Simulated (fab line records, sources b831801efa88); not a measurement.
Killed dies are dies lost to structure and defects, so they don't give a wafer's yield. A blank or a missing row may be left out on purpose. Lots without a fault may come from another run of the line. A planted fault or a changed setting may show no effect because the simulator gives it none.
One fault seen from 2 desks | flow sky130 | each desk has only its own numbers; what lay behind them comes last

THE TOOL OWNER'S DESK: implanter-03
The tool's own readings at SKY_SONOS_TUNNEL_IMPLANT_09: means of the sampled wafers that have a number, for each lot that ran on this tool. A lot is out of limits, marked OUT, if its mean lies more than 4 standard deviations from the usual mean; the brackets give that distance.
Columns: A = dose_ions_cm2 at SKY_SONOS_TUNNEL_IMPLANT_09, usual 1.0001e+12
lot  | first seen here | A
L405 | day 12 01:39    | 9.9963e+11
L411 | day 14 06:54    | 9.9897e+11
L412 | day 14 09:41    | 1.0014e+12
L423 | day 18 09:47    | 1.0005e+12
L424 | day 18 16:10    | 9.9990e+11
This desk's finding: nothing out of limits on any of the 5 lots.

THE METROLOGY DESK
What the gauges read, lot by lot, whatever tool the lot ran on: means of the sampled wafers that have a number. A lot is out of limits, marked OUT, if its mean lies more than 4 standard deviations from the usual mean; the brackets give that distance.
Columns: A = SONOS_TUNNEL_TW at SKY_SONOS_TUNNEL_TW_MEAS_12, usual 196.8; B = SONOS_ONO_OXIDATION_THK at SKY_SONOS_ONO_THK_MEAS_01, usual 2.61 nm; C = GATE_OXIDE_TW at SKY_GATE_OXIDE_TW_MEAS_14, usual 223.8
lot  | first seen here | A                | B    | C
L402 | day 11 10:01    | 196.0            | 2.59 | 221.7
L403 | day 11 15:46    | 198.7            | 2.67 | 225.2
L405 | day 12 02:02    | 197.3            | 2.61 | 225.5
L410 | day 14 02:16    | 198.3            | 2.71 | 224.8
L411 | day 14 07:18    | 178.8 (-10) OUT  | 2.71 | 225.0
L412 | day 14 10:17    | 181.0 (-8.8) OUT | 2.61 | 223.7
L420 | day 17 07:43    | 199.1            | 2.59 | 224.3
L421 | day 17 20:58    | 196.4            | 2.55 | 223.8
L422 | day 18 00:43    | 195.2            | 2.63 | 221.4
L423 | day 18 10:17    | 196.9            | 2.60 | 226.9
L424 | day 18 16:41    | 196.5            | 2.63 | 223.8
L425 | day 18 19:05    | 194.7            | 2.55 | 221.3
This desk's finding: out of limits on L411, L412; first on L411, day 14 07:18 (SONOS_TUNNEL_TW at SKY_SONOS_TUNNEL_TW_MEAS_12). In limits: L402, L403, L405, L410, L420, L421, L422, L423, L424, L425.

PUT TOGETHER
The metrology desk could have raised an alarm at day 14 07:18, on L411, L412.
The tool owner's desk saw nothing out of limits.
The tool owner's desk has L411, L412 on record, within its limits.
Of the lots named, all ran SKY_SONOS_TUNNEL_IMPLANT_09 on implanter-03.

WHAT THE SIMULATOR HAD PUT IN
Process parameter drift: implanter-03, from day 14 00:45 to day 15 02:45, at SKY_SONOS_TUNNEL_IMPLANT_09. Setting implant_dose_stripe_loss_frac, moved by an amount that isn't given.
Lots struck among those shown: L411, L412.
Hours from the fault's start to each desk's first reading out of limits: the metrology desk, 7.
